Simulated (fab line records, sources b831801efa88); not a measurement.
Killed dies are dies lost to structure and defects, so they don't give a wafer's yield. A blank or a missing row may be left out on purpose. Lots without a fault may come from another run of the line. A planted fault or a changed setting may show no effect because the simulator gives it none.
fab line records | flow sky130
record lots=7 wafers=18 last_day=50
route steps=708 shown CONTACT@431 METAL1@434 PAD_OPEN@708
lots that met no fault: from a run of the same line without faults
start_h: hours from the record's first day to the start of the lot's first wafer shown | wait_h: hours since the lot's step before | " the same as in the row above | L1.1+2: a row that stands for several wafers | - no value, or no start given | * or withheld: withheld | < > ~ a bound
route shown NAME@n: a module of which the file shows steps, and the number in the route of the first | usual: mean/standard deviation of fault-free wafers | same: alike in all rows | chamber/n: place in a boat | sites: the reading at each site | _std_site: their standard deviation | _edge_site: outer sites' mean less inner sites' | radius_mm: how far each site lies from the wafer's centre | mask NAME#n: copy n | behind: the tool/chamber that last shaped the wafer | hold: why the lot was held/for how many hours/how that ended | device: the transistor (n, p or np) that didn't switch | end of line: the same wafers' tests at the end of the route | a step without rows: its recipe alone | killed: dies lost to structure and defects at the first sort, not the wafer's yield | map: a wafer's dies, x killed, . not, _ none there
set.NAME: the setting as run; set.NAME@STEP: as run at that earlier step | model.NAME: the simulator's own value behind a step, which no gauge read
lots at some steps of the route; a table a step, a row a wafer
services: from which hour (start_h, from the record's first day; less than 0 if before it) a tool's chamber was out of use, for how many hours, and why
## steps
# step SKY_CONTACT_RS_MEAS_25
# recipe thk_meas_gauge=four-point-probe reads=W_of_CONTACT_CVD_24+TiN_of_CONTACT_SPUTTER_23
# usual CONTACT_W_RS=0.335/0.0047
# columns lot.wafer tool chamber start_h wait_h CONTACT_W_RS[ohm/sq]
L725.1 film_metro-03 - 742.19 0.1 0.327
L725.2 " - " " 0.333
L725.3 " - " " 0.330
L726.1 film_metro-01 - 750.84 0.1 0.338
L726.2 " - " " 0.337
L726.3 " - " " 0.341
L727.1 film_metro-03 - 760.27 0.1 0.332
L727.2 " - " " 0.328
L727.4 " - " " 0.331
L740.2 film_metro-04 - 867.74 0.1 0.333
L740.4 " - " " 0.336
L742.1 film_metro-03 - 887.19 0.1 0.329
L742.3 " - " " 0.333
L744.2 film_metro-03 - 899.80 0.1 0.329
L744.4 " - " " 0.333
L746.2 film_metro-04 - 903.73 0.1 0.330
L746.4 " - " " 0.326
L746.5 " - " " 0.326
# step SKY_CONTACT_THK_MEAS_26
# recipe thk_meas_gauge=xrf reads=W_of_CONTACT_CVD_24
# usual CONTACT_W_THK=348/5.2
# columns lot.wafer tool chamber start_h wait_h CONTACT_W_THK[nm]
L725.1 film_metro-03 - 742.31 0.1 356
L725.2 " - " " 352
L725.3 " - " " 353
L726.1 film_metro-01 - 750.96 0.1 346
L726.2 " - " " 347
L726.3 " - " " 342
L727.1 film_metro-03 - 760.39 0.1 351
L727.2 " - " " 355
L727.4 " - " " 352
L740.2 film_metro-04 - 867.85 0.1 352
L740.4 " - " " 348
L742.1 film_metro-03 - 887.31 0.1 354
L742.3 " - " " 351
L744.2 film_metro-03 - 899.91 0.1 352
L744.4 " - " " 348
L746.2 film_metro-04 - 903.84 0.1 352
L746.4 " - " " 357
L746.5 " - " " 356
# step SKY_CONTACT_CMP_27
# recipe stop_on=SiO2 t_overpolish_s=15 down_force_psi=3.5 platen_rpm=60 target_thk_nm=0 pad_velocity_m_s=0.94248
# step SKY_METAL1_SPUTTER_00
# recipe material=Ti target_thk_nm=15 power_w=3000 time_s=10 chamber_pressure_pa=0.4
# usual cathode_dc_power_W=3000.0/0.55 throttle_valve_pct=29.9/1.1
# columns lot.wafer tool chamber start_h wait_h cathode_dc_power_W throttle_valve_pct
L725.1 pvd_sputter-01 - 742.67 0.1 2999.8 32.4
L725.2 " - " " 3001.4 30.3
L725.3 " - " " 3000.7 31.1
L726.1 pvd_sputter-02 - 751.32 0.1 2999.8 29.5
L726.2 " - " " 2999.6 27.6
L726.3 " - " " 3000.1 29.9
L727.1 pvd_sputter-02 - 761.16 0.2 2999.7 27.9
L727.2 " - " " 3000.1 30.2
L727.4 " - " " 2999.5 29.5
L740.2 pvd_sputter-01 - 868.20 0.1 3000.1 31.1
L740.4 " - " " 2999.4 29.9
L742.1 pvd_sputter-02 - 887.67 0.2 2999.7 30.0
L742.3 " - " " 2999.9 27.5
L744.2 pvd_sputter-02 - 900.26 0.1 3000.1 29.9
L744.4 " - " " 3000.2 29.6
L746.2 pvd_sputter-01 - 904.19 0.1 3000.0 32.2
L746.4 " - " " 3000.0 30.2
L746.5 " - " " 2999.5 32.3
# step SKY_METAL1_SPUTTER_01
# recipe material=TiN target_thk_nm=20 power_w=6500 time_s=16.7 chamber_pressure_pa=0.4
# step SKY_METAL1_SPUTTER_02
# recipe material=AlCu target_thk_nm=250 power_w=10600 time_s=13.3 chamber_pressure_pa=0.4
# step SKY_METAL1_SPUTTER_03
# recipe material=Ti target_thk_nm=5 power_w=3000 time_s=3.3 chamber_pressure_pa=0.4
# usual cathode_dc_power_W=3000.1/0.55 throttle_valve_pct=29.9/1.1
# columns lot.wafer tool chamber start_h wait_h cathode_dc_power_W throttle_valve_pct
L725.1 pvd_sputter-01 - 742.75 0.0 3000.2 32.4
L725.2 " - " " 2999.4 30.1
L725.3 " - " " 2999.6 30.9
L726.1 pvd_sputter-02 - 751.39 0.0 3000.3 29.5
L726.2 " - " " 2999.9 27.8
L726.3 " - " " 3000.1 30.1
L727.1 pvd_sputter-02 - 761.23 0.0 2999.7 27.6
L727.2 " - " " 3000.5 29.9
L727.4 " - " " 3000.8 29.6
L740.2 pvd_sputter-01 - 868.28 0.0 3000.2 31.1
L740.4 " - " " 3000.5 29.6
L742.1 pvd_sputter-02 - 887.74 0.0 3001.1 29.7
L742.3 " - " " 3000.0 27.6
L744.2 pvd_sputter-02 - 900.33 0.0 2999.4 30.0
L744.4 " - " " 3000.4 29.4
L746.2 pvd_sputter-01 - 904.26 0.0 3000.1 32.3
L746.4 " - " " 3000.3 30.2
L746.5 " - " " 3000.8 32.3
# step SKY_METAL1_SPUTTER_04
# recipe material=TiN target_thk_nm=70 power_w=6500 time_s=58.3 chamber_pressure_pa=0.4
# usual cathode_dc_power_W=6500.1/1.1 throttle_valve_pct=29.9/1.1
# columns lot.wafer tool chamber start_h wait_h cathode_dc_power_W throttle_valve_pct
L725.1 pvd_sputter-01 - 742.76 0.0 6501.6 31.9
L725.2 " - " " 6501.3 30.4
L725.3 " - " " 6499.9 30.8
L726.1 pvd_sputter-02 - 751.41 0.0 6500.6 29.5
L726.2 " - " " 6499.8 27.9
L726.3 " - " " 6498.9 30.1
L727.1 pvd_sputter-02 - 761.25 0.0 6501.0 27.8
L727.2 " - " " 6499.8 30.2
L727.4 " - " " 6501.1 29.9
L740.2 pvd_sputter-01 - 868.29 0.0 6500.1 31.2
L740.4 " - " " 6501.1 29.5
L742.1 pvd_sputter-02 - 887.76 0.0 6501.8 29.8
L742.3 " - " " 6499.7 27.8
L744.2 pvd_sputter-02 - 900.35 0.0 6501.5 29.9
L744.4 " - " " 6497.7 29.5
L746.2 pvd_sputter-01 - 904.28 0.0 6501.1 32.3
L746.4 " - " " 6500.5 30.2
L746.5 " - " " 6498.6 32.5
# step SKY_METAL1_RS_MEAS_05
# recipe thk_meas_gauge=four-point-probe reads=TiN_of_METAL1_SPUTTER_04+Ti_of_METAL1_SPUTTER_03+AlCu_of_METAL1_SPUTTER_02+TiN_of_METAL1_SPUTTER_01+Ti_of_METAL1_SPUTTER_00
# usual METAL1_ALCU_RS=0.1263/0.0011
# columns lot.wafer tool chamber start_h wait_h METAL1_ALCU_RS[ohm/sq]
L725.1 film_metro-03 - 742.81 0.0 0.1272
L725.2 " - " " 0.1268
L725.3 " - " " 0.1272
L726.1 film_metro-02 - 751.46 0.0 0.1280
L726.2 " - " " 0.1279
L726.3 " - " " 0.1274
L727.1 film_metro-01 - 761.30 0.0 0.1260
L727.2 " - " " 0.1252
L727.4 " - " " 0.1268
L740.2 film_metro-03 - 868.36 0.0 0.1250
L740.4 " - " " 0.1270
L742.1 film_metro-01 - 887.81 0.0 0.1267
L742.3 " - " " 0.1266
L744.2 film_metro-03 - 900.42 0.0 0.1252
L744.4 " - " " 0.1252
L746.2 film_metro-02 - 904.35 0.0 0.1271
L746.4 " - " " 0.1267
L746.5 " - " " 0.1285
# step SKY_METAL1_THK_MEAS_06
# recipe thk_meas_gauge=xrf reads=AlCu_of_METAL1_SPUTTER_02
# usual METAL1_ALCU_THK=256.5/2.8
# columns lot.wafer tool chamber start_h wait_h METAL1_ALCU_THK[nm]
L725.1 film_metro-03 - 742.93 0.1 252.1
L725.2 " - " " 253.2
L725.3 " - " " 252.2
L726.1 film_metro-02 - 751.58 0.1 254.0
L726.2 " - " " 253.5
L726.3 " - " " 255.6
L727.1 film_metro-01 - 761.42 0.1 257.6
L727.2 " - " " 258.4
L727.4 " - " " 257.9
L740.2 film_metro-03 - 868.47 0.1 260.4
L740.4 " - " " 257.3
L742.1 film_metro-01 - 887.93 0.1 257.1
L742.3 " - " " 256.2
L744.2 film_metro-03 - 900.53 0.1 261.3
L744.4 " - " " 258.3
L746.2 film_metro-02 - 904.46 0.1 252.6
L746.4 " - " " 253.1
L746.5 " - " " 250.7
# step SKY_METAL1_DEHYDRATE_07
# recipe temp_c=200 time_s=60
# step SKY_METAL1_HMDS_08
# recipe prime_time_s=60 prime_temp_c=120
# step SKY_METAL1_COAT_09
# recipe resist=BARC temp_c=withheld time_s=withheld spin_rpm=3000 resist_thk_nm=60
# columns lot.wafer tool chamber start_h wait_h
L725.1+2+3 litho_track-03 0 756.38 0.1
L726.1+2+3 litho_track-03 0 764.98 0.1
L727.1+2+4 litho_track-02 0 774.67 0.1
L740.2+4 litho_track-03 0 880.96 0.1
L742.1+3 litho_track-03 0 899.83 0.1
L744.2+4 litho_track-03 0 913.41 0.1
L746.2+4+5 litho_track-02 0 916.95 0.1
# step SKY_METAL1_COAT_10
# recipe resist=KrF-thick spin_rpm=3000 resist_thk_nm=450
# step SKY_METAL1_SOFTBAKE_11
# recipe temp_c=100 time_s=90 resist=KrF-thick
# step SKY_METAL1_EXPOSE_12
# recipe mask_id=MM1 na=0.8 source_shape=annular sigma_inner=0.55 sigma_outer=0.85 target_cd_nm=140 dose_mj=28
# step SKY_METAL1_PEB_13
# recipe peb_temp_c=withheld peb_time_s=withheld resist=KrF-thick
# step SKY_METAL1_DEVELOP_14
# recipe develop_time_s=60 resist=KrF-thick dev_temp_c=21
# step SKY_METAL1_CD_MEAS_15
# recipe target_cd_nm=140
# usual cd_nm=140.2/1.6
# columns lot.wafer tool chamber start_h wait_h cd_nm
L725.1 cd_sem-02 - 770.12 - 138.1
L725.2 " - " " 138.5
L725.3 " - " " 138.8
L726.1 cd_sem-02 - 778.22 - 141.6
L726.2 " - " " 141.6
L726.3 " - " " 141.9
L727.1 cd_sem-01 - 787.98 - 139.9
L727.2 " - " " 137.8
L727.4 " - " " 139.9
L740.2 cd_sem-01 - 894.15 - 141.3
L740.4 " - " " 141.4
L742.1 cd_sem-01 - 913.08 - 139.4
L742.3 " - " " 138.2
L744.2 cd_sem-01 - 925.58 - 140.4
L744.4 " - " " 139.1
L746.2 cd_sem-01 - 929.20 - 140.5
L746.4 " - " " 142.1
L746.5 " - " " 142.0
# step SKY_METAL1_OVL_MEAS_16
# usual METAL1_OVL=-7/5.1
# columns lot.wafer tool chamber start_h wait_h METAL1_OVL[nm]
L725.1 overlay-02 - 770.24 0.1 -11
L725.2 " - " " -1
L725.3 " - " " -2
L726.1 overlay-02 - 778.34 0.1 -8
L726.2 " - " " -4
L726.3 " - " " -6
L727.1 overlay-01 - 788.10 0.1 -8
L727.2 " - " " -7
L727.4 " - " " -7
L740.2 overlay-01 - 894.26 0.1 -3
L740.4 " - " " -5
L742.1 overlay-01 - 913.20 0.1 -7
L742.3 " - " " -9
L744.2 overlay-01 - 925.68 0.1 -12
L744.4 " - " " -8
L746.2 overlay-01 - 929.31 0.1 -1
L746.4 " - " " 0
L746.5 " - " " -1
# step SKY_METAL1_DESCUM_17
# recipe chemistry=O2 source_power_w=150 bias_power_w=0 pressure_mtorr=10 temp_c=40 time_s=8
# usual drypump_motor_current_A=5.7/0.43 oes_product_au=0.999/0.0083
# columns lot.wafer tool chamber start_h wait_h drypump_motor_current_A oes_product_au rf_hours_counter_h
L725.1 rie_metal-01 1 770.28 0.0 4.9 0.991 1
L725.2 " 0 " " 5.8 1.001 4
L725.3 " 0 " " 5.8 0.999 -
L726.1 rie_metal-03 1 778.38 0.0 5.4 1.009 10
L726.2 " 0 " " 5.9 1.011 1
L726.3 " 0 " " 5.9 1.009 -
L727.1 rie_metal-02 1 788.14 0.0 6.2 1.012 8
L727.2 " 0 " " 6.0 0.996 14
L727.4 " 0 " " 6.0 1.001 -
L740.2 rie_metal-01 0 894.29 0.0 5.8 0.998 9
L740.4 " 0 " " 5.8 0.996 -
L742.1 rie_metal-02 0 913.24 0.0 6.0 0.996 3
L742.3 " 0 " " 6.0 1.003 -
L744.2 rie_metal-01 0 925.71 0.0 5.8 1.007 10
L744.4 " 0 " " 5.8 0.997 -
L746.2 rie_metal-03 0 929.34 0.0 5.9 0.998 7
L746.4 " 0 " " 5.9 1.003 -
L746.5 " 0 " " 5.9 1.004 -
# step SKY_METAL1_ETCH_18
# recipe chemistry=N2/H2 target=BARC ion_energy_ev=200 bias_w=100 pressure_mtorr=30 n2_flow_sccm=100 h2_flow_sccm=200 icp_w=500 stop_on=SiO2 time_s=45.9 target_depth_a=600
# usual drypump_motor_current_A=5.7/0.43 oes_product_au=0.854/0.0052 throttle_valve_pct=13.225/0.0099
# columns lot.wafer tool chamber start_h wait_h drypump_motor_current_A oes_product_au rf_hours_counter_h throttle_valve_pct model.etch.depth_nm
L725.1 rie_metal-01 1 770.31 0.0 4.9 0.855 1 13.225 60.03
L725.2 " 0 " " 5.8 0.855 4 13.214 60.08
L725.3 " 0 " " 5.8 0.848 - 13.233 60.17
L726.1 rie_metal-03 1 778.41 0.0 5.4 0.854 10 13.220 60.19
L726.2 " 0 " " 5.9 0.851 1 13.231 60.08
L726.3 " 0 " " 5.9 0.859 - 13.232 60.12
L727.1 rie_metal-02 1 788.17 0.0 6.2 0.856 8 13.225 60.08
L727.2 " 0 " " 6.0 0.855 14 13.225 60.38
L727.4 " 0 " " 6.0 0.864 - 13.224 60.19
L740.2 rie_metal-01 0 894.32 0.0 5.8 0.847 9 13.223 60.22
L740.4 " 0 " " 5.8 0.839 - 13.214 58.19
L742.1 rie_metal-02 0 913.27 0.0 6.0 0.854 3 13.216 59.82
L742.3 " 0 " " 6.1 0.834 - 13.216 57.65
L744.2 rie_metal-01 0 925.75 0.0 5.8 0.850 10 13.237 59.7
L744.4 " 0 " " 5.8 0.836 - 13.251 57.99
L746.2 rie_metal-03 0 929.37 0.0 5.9 0.864 7 13.232 60.19
L746.4 " 0 " " 5.9 0.850 - 13.209 59.91
L746.5 " 0 " " 5.9 0.856 - 13.236 59.97
# step SKY_METAL1_METAL_ETCH_19
# recipe target_depth_a=3600 stop_on=SiO2 over_etch_frac=0.3 time_s=78 chemistry=Cl2/BCl3 resist_sidewall_deg=88 pressure_mtorr=10 icp_w=900 bias_w=48.5 Cl2_flow_sccm=60 bcl3_flow_sccm=30
# usual bcl3_flow_sccm=29.99/0.095 drypump_motor_current_A=5.7/0.43 mfc_cl2_sccm=60.03/0.2 oes_product_au=0.855/0.0058 throttle_valve_pct=22.265/0.0097
# columns lot.wafer tool chamber start_h wait_h bcl3_flow_sccm drypump_motor_current_A mfc_cl2_sccm oes_product_au rf_hours_counter_h throttle_valve_pct
L725.1 rie_metal-01 1 770.37 0.0 29.94 4.9 60.04 0.854 1 22.275
L725.2 " 0 " " 29.88 5.8 59.49 0.857 4 22.269
L725.3 " 0 " " 29.90 5.8 60.00 0.858 - 22.266
L726.1 rie_metal-03 1 778.47 0.0 29.78 5.4 60.29 0.856 10 22.279
L726.2 " 0 " " 29.83 5.9 60.42 0.847 1 22.286
L726.3 " 0 " " 29.83 5.9 60.22 0.849 - 22.265
L727.1 rie_metal-02 1 788.23 0.0 30.07 6.1 60.09 0.860 8 22.252
L727.2 " 0 " " 30.05 6.0 59.89 0.849 14 22.268
L727.4 " 0 " " 29.92 6.0 60.24 0.855 - 22.247
L740.2 rie_metal-01 0 894.38 0.0 29.94 5.8 60.05 0.864 9 22.274
L740.4 " 0 " " 29.93 5.8 60.01 0.850 - 22.259
L742.1 rie_metal-02 0 913.33 0.0 30.14 6.0 60.03 0.852 3 22.257
L742.3 " 0 " " 29.95 6.0 60.12 0.860 - 22.266
L744.2 rie_metal-01 0 925.81 0.0 29.95 5.8 60.42 0.866 10 22.271
L744.4 " 0 " " 30.00 5.8 60.42 0.859 - 22.270
L746.2 rie_metal-03 0 929.43 0.0 30.09 5.9 60.09 0.856 7 22.279
L746.4 " 0 " " 30.08 5.9 59.91 0.865 - 22.253
L746.5 " 0 " " 30.04 5.9 59.95 0.849 - 22.273
# step SKY_PAD_OPEN_PROBE_99
# usual defect_limited_yield=82.0/1.9 killed_at_M0_to_M3=45/6.9 killed_at_M4_up=3.0/1.7 killed_at_contacts=25/5.6 killed_at_front_end=15/4.2 killed_at_other=0.3/0.55 killed_dies=89/9.6 killed_open=49/7.2 killed_short=39/6.5 sort_bin_3_pad_short=0.9/0.44 sort_bin_5_function=10.7/1.4 sort_bin_6_memory=6.4/1.3 sort_n_pass=403/9.6 sort_yield_pct=82.0/1.9
# same gross_dies=492 killed_at_back_side=0 sort_bin_4_leakage[%]=0 sort_bin_8_speed[%]=0
# columns lot.wafer tool chamber start_h wait_h defect_limited_yield[%] killed_at_M0_to_M3 killed_at_M4_up killed_at_contacts killed_at_front_end killed_at_other killed_dies killed_open killed_short sort_bin_3_pad_short[%] sort_bin_5_function[%] sort_bin_6_memory[%] sort_n_pass sort_yield_pct[%]
L726.1 prober-01 - 1087.94 0.1 83.1 50 2 23 8 0 83 42 41 1.2 9.8 5.9 409 83.1
L726.2 prober-01 - 1087.99 0.1 82.1 51 6 22 9 0 88 49 38 0.8 10.8 6.3 404 82.1
L726.3 prober-01 - 1088.04 0.2 80.7 48 4 22 21 0 95 56 39 1.0 10.0 8.3 397 80.7
L744.2 prober-02 - 1193.35 0.1 80.1 60 2 22 11 3 98 53 42 1.2 11.6 7.1 394 80.1
L744.4 prober-02 - 1193.45 0.2 82.7 47 2 22 13 1 85 49 35 1.8 10.2 5.3 407 82.7
# killed by level:class
L726.1 VIA1:geometric_particle:open=10 CONTACT:geometric_particle:open=8 METAL2:geometric_particle:short=8 METAL3:geometric_particle:short=6 VIA3:geometric_particle:open=6 VIA2:geometric_particle:short=5 LI_CONTACT:geometric_particle:open=5 VIA2:geometric_particle:open=5
L726.2 VIA3:geometric_particle:open=9 VIA1:geometric_particle:open=9 LI_CONTACT:geometric_particle:open=8 CONTACT:geometric_particle:open=7 VIA1:geometric_particle:short=6 VIA2:geometric_particle:open=5 POLY_GATE:geometric_particle:short=4 LI_CONTACT:geometric_particle:short=4
L726.3 VIA1:geometric_particle:open=13 LI_CONTACT:geometric_particle:open=9 VIA2:geometric_particle:open=8 METAL1:geometric_particle:short=7 POLY_GATE:geometric_particle:open=6 VIA3:geometric_particle:open=6 POLY_GATE:geometric_particle:short=5 CONTACT:geometric_particle:open=5
L744.2 VIA2:geometric_particle:open=12 VIA1:geometric_particle:open=11 METAL2:geometric_particle:short=9 LI_CONTACT:geometric_particle:open=8 METAL1:geometric_particle:short=6 VIA3:geometric_particle:open=6 FIELD_ISO:geometric_particle:open=5 CONTACT:geometric_particle:open=5
L744.4 VIA2:geometric_particle:open=12 VIA3:geometric_particle:open=9 VIA1:geometric_particle:open=7 LI_CONTACT:geometric_particle:open=7 CONTACT:geometric_particle:open=5 METAL1:geometric_particle:short=5 LOCAL_INTERCONNECT:geometric_particle:short=4 CONTACT:geometric_particle:short=4
## services
# columns tool chamber start_h hours kind
rie_metal-03 0 732.71 - clean
rie_metal-03 0 732.71 24.3 scheduled_down
rie_metal-03 0 732.71 24.3 vent_cycle
pvd_sputter-01 - 775.26 2.5 repair
pvd_sputter-01 - 798.59 0.5 repair
rie_metal-02 1 809.90 18.4 repair
rie_metal-02 0 828.52 - clean
rie_metal-02 0 828.52 28.3 scheduled_down
rie_metal-02 0 828.52 28.3 vent_cycle
rie_metal-03 - 855.99 0.7 repair
pvd_sputter-02 0 861.97 - consumable_replace:kit
pvd_sputter-02 0 861.97 18.0 scheduled_down
pvd_sputter-02 0 861.97 18.0 vent_cycle
pvd_sputter-01 - 876.53 3.0 repair
rie_metal-02 1 889.01 14.1 repair
pvd_sputter-01 - 929.35 4.1 repair
## key
first_sign step=SKY_METAL1_ETCH_18 reading=oes_product_au direction=down sigmas=3.4 usual=0.854 struck=0.836
effect none on later readings
model_effect step=SKY_METAL1_ETCH_18 value=etch.depth_nm without=59.97 struck=57.94
met_at SKY_METAL1_COAT_09
struck_wafers L740.4,L742.3,L744.4
onset_between 764.98 880.96
fault kind=process_parameter_drift tool=litho_track-03 chamber=- onset_h=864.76 steps=SKY_METAL1_COAT_09 channel=resist_thk_nm offset=-2.0238 shape=step end_h=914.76 scope=struck_wafers_only acts_in=these_recipes_only stated=60
